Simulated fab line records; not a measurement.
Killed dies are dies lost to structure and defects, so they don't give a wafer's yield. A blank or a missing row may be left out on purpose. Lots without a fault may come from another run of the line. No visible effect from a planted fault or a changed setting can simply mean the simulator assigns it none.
Which tool is to blame? -- flow gf180mcu -- Sampling: 14 lots, 42 wafers, 5 of 602 route steps

== WHAT THE GAUGES SHOWED, per wafer ==
GF_STI_THK_MEAS_04.
lot,measured,on,STI_CVD_03_THK (nm)
L855,day 1 13:35,film_metro-01,207.5 208.8 205.4
L856,day 1 19:54,film_metro-01,206.4 206.7 207.3
L859,day 2 09:55,film_metro-01,207.8 206.9 207.5
L860,day 2 14:42,film_metro-04,210.4 209.6 210.6
L861,day 2 20:20,film_metro-02,203.8 204.9 204.9
L862,day 3 02:01,film_metro-04,205.5 206.1 206.5
L866,day 3 22:11,film_metro-04,207.3 209.3 208.3
L867,day 4 02:17,film_metro-02,209.8 209.8 209.7
L868,day 4 06:34,film_metro-04,204.0 205.8 204.0
L871,day 4 22:27,film_metro-01,210.5 210.0 208.9
L872,day 5 03:16,film_metro-04,207.4 207.6 207.3
L873,day 5 07:54,film_metro-01,210.7 211.5 210.3
L876,day 5 23:02,film_metro-01,208.5 206.6 208.0
L877,day 6 03:34,film_metro-02,207.8 209.5 208.5

GF_NWELL_OVL_MEAS_07.
lot,measured,on,NWELL_OVL (nm)
L855,day 3 05:11,overlay-01,0.7 1.3 1.5
L856,day 3 13:16,overlay-02,2.9 2.7 1.8
L859,day 4 10:16,overlay-01,-0.7 0.0 0.5
L860,day 4 13:26,overlay-01,-1.5 0.1 -0.9
L861,day 4 19:40,overlay-02,0.3 -0.5 0.4
L862,day 5 03:23,overlay-01,-1.4 -0.5 -2.3
L866,day 5 22:19,overlay-01,-0.2 0.1 -0.6
L867,day 6 00:58,overlay-01,0.1 -1.9 0.8
L868,day 6 05:40,overlay-01,-1.4 -1.1 -2.2
L871,day 6 23:38,overlay-01,-1.2 0.3 -1.0
L872,day 7 03:47,overlay-01,0.5 -1.3 -1.3
L873,day 7 09:47,overlay-02,-1.1 -0.6 0.0
L876,day 8 02:02,overlay-01,-0.6 0.3 0.8
L877,day 8 06:46,overlay-01,-0.8 -0.9 -0.8

GF_PSD_CD_MEAS_07 targets a cd of 400 nm.
lot,measured,on,cd_nm (nm)
L855,day 13 22:57,cd_sem-01,401.9 401.2 401.1
L856,day 14 15:31,cd_sem-02,402.9 403.5 402.6
L859,day 15 22:03,cd_sem-01,402.5 402.6 401.9
L860,day 16 06:14,cd_sem-01,396.5 397.6 397.4
L861,day 16 18:22,cd_sem-02,397.8 396.2 397.8
L862,day 17 00:58,cd_sem-01,399.1 398.5 399.6
L866,day 18 07:56,cd_sem-01,395.6 396.3 396.7
L867,day 18 14:18,cd_sem-01,393.7 392.1 396.1
L868,day 18 19:52,cd_sem-01,401.1 400.1 399.7
L871,day 20 02:41,cd_sem-01,403.0 401.8 401.9
L872,day 20 08:47,cd_sem-01,398.9 398.4 398.2
L873,day 20 15:53,cd_sem-01,397.1 397.8 395.8
L876,day 21 15:52,cd_sem-01,401.0 401.5 400.9
L877,day 21 19:22,cd_sem-02,398.7 397.1 397.1

== EACH LOT AND THE TOOL THAT RAN IT (in order: tool; ch and the chambers of the sampled wafers; start) ==
lot,GF_MVPSD_COAT_02,GF_MVPSD_STRIP_10
L855,"litho_track-02 ch 0, day 4 14:44","plasma_asher-04 ch 0,1, day 4 21:57"
L856,"litho_track-03 ch 0, day 4 23:52","plasma_asher-01 ch 0,1, day 5 07:35"
L859,"litho_track-03 ch 0, day 5 22:26","plasma_asher-04 ch 0,1, day 6 06:21"
L860,"litho_track-02 ch 0, day 6 01:05","plasma_asher-02 ch 0,1, day 6 09:12"
L861,"litho_track-03 ch 0, day 6 09:07","plasma_asher-01 ch 0,1, day 6 17:18"
L862,"litho_track-03 ch 0, day 6 15:55","plasma_asher-01 ch 0,1, day 7 00:21"
L866,"litho_track-03 ch 0, day 7 14:04","plasma_asher-04 ch 0,1, day 7 22:33"
L867,"litho_track-03 ch 0, day 7 16:52","plasma_asher-01 ch 0,1, day 8 01:33"
L868,"litho_track-02 ch 0, day 7 22:01","plasma_asher-04 ch 1, day 8 06:34"
L871,"litho_track-04 ch 0, day 8 17:40","plasma_asher-04 ch 0,1, day 9 02:45"
L872,"litho_track-03 ch 0, day 8 20:23","plasma_asher-04 ch 0,1, day 9 05:35"
L873,"litho_track-02 ch 0, day 9 04:35","plasma_asher-01 ch 0,1, day 9 13:36"
L876,"litho_track-04 ch 0, day 9 21:23","plasma_asher-01 ch 0,1, day 10 06:53"
L877,"litho_track-04 ch 0, day 10 03:38","plasma_asher-04 ch 0,1, day 10 13:12"
- GF_MVPSD_COAT_02: resist thk 3000 nm.
- GF_MVPSD_STRIP_10: strips in O2/N2.

== WHAT THE TOOLS THEMSELVES READ (means of the sampled wafers that have a number; where no wafer has one, the mark that the record gives instead) ==
GF_MVPSD_STRIP_10.
lot,tool,drypump_motor_current_A (A),heater_power_w (W),oes_product_au (a.u.),platen_temp_c (C),strip_time_to_endpoint_s (s)
L855,plasma_asher-04,5.1,329,0.725,250.15,37.02
L856,plasma_asher-01,5.6,332,0.720,250.13,37.02
L859,plasma_asher-04,5.2,343,0.723,250.07,37.06
L860,plasma_asher-02,5.7,323,0.720,250.06,37.06
L861,plasma_asher-01,5.6,338,0.725,249.82,37.12
L862,plasma_asher-01,5.6,336,0.719,249.80,36.87
L866,plasma_asher-04,5.1,331,0.724,250.12,37.01
L867,plasma_asher-01,5.8,320,0.718,249.89,34.01
L868,plasma_asher-04,5.4,347,0.723,249.97,36.83
L871,plasma_asher-04,5.1,343,0.723,250.02,36.83
L872,plasma_asher-04,5.3,341,0.718,250.08,31.13
L873,plasma_asher-01,5.8,318,0.727,249.95,36.86
L876,plasma_asher-01,5.8,320,0.723,249.87,36.80
L877,plasma_asher-04,5.1,336,0.725,249.90,36.74

== THE ANSWER, worked out from the rows above alone ==
Rule: the usual values come from the lots themselves. The widest of any qualifying gaps counts: lots, ordered by their means at a reading, are off when they make up no more than a third of the lots, leave a main group of 4 or more, and stand apart from it by 3 or more times the standard deviation of that group's means. The tables above print the reading to a certain number of digits; a main group whose means all agree to those digits is not used. A lot without any number at a reading at which 4 lots or more have one is off too. The other lots that the step has rows for count as sound. The gauges are gone through in route order, then the tools' own readings, and for those a lot's mean is taken as printed above. At the first step where some lot is off, the reading lying furthest off is the one used; lots without a number count as furthest.
Off: L867, L872 (GF_MVPSD_STRIP_10, strip_time_to_endpoint_s). Main group: mean 36.94 s, sd 0.12.
If a tool, at that step or one of the process steps before it, ran each lot that is off and ran no sound lot following the first of them, it fits. One fits: GF_MVPSD_COAT_02 on litho_track-03. A fault onset in the window from L866 (day 7 14:04, its last sound lot) to L867 (day 7 16:52, its first lot off) fits.

== WHAT THE SIMULATOR HAD INSERTED ==
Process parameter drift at GF_MVPSD_COAT_02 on litho_track-03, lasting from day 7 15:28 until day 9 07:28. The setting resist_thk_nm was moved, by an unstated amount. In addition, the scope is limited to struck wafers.
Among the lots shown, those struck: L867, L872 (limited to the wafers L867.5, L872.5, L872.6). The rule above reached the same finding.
